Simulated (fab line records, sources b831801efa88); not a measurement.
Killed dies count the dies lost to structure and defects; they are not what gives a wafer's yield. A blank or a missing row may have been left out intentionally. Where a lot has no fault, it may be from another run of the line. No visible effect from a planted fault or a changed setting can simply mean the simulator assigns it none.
Matching of chambers ; flow sky130 ; pecvd-04 running SKY_CAP2M_CVD_00: 3 sister chambers
The step deposits SiO2, target thk 15.5 nm. 6 wafers are shown with their chamber, then 8 later ones without.

WAFERS PAIRED WITH THEIR CHAMBERS
wafer;chamber;heater-power-w (W);heater-power-outer-w (W)
L077.5;1;701;428
L088.6;2;993;581
L089.1;2;931;547
L089.2;0;917;572
L089.4;0;914;574
L092.2;1;730;466

WAFERS WITHOUT THEIR CHAMBER
wafer;heater-power-w (W);heater-power-outer-w (W)
L092.4;871;494
L092.6;904;558
L093.2;906;557
L093.3;977;567
L093.4;764;477
L097.1;983;619
L097.3;741;463
L097.4;1029;622

EACH ONE'S CHAMBER
wafer;from the rows above;in truth
L092.4;can't be placed: 0 or 2 or 1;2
L092.6;can't be placed: 0 or 2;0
L093.2;can't be placed: 0 or 2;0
L093.3;can't be placed: 2 or 0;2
L093.4;1;1
L097.1;can't be placed: 2 or 0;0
L097.3;1;1
L097.4;can't be placed: 2 or 0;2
Correct placement for 2 of the 8. From these rows, 6 cannot be placed; in 6 the true chamber is one of the candidates. 0 placed wrongly.
How it was worked out, from the rows above alone: a wafer's distance from a chamber is the root of the sum, over the readings, of the square of ((its reading less the chamber's mean) divided by the reading's scatter). The wafer belongs to the nearest chamber; if the next one is less than 2 further off, it can't be placed. The mean given for a chamber averages the wafers shown for that chamber. The scatter: take each reading less its chamber's mean, square it, sum over the shown wafers, divide by the number of wafers less the number of chambers, and take the root.
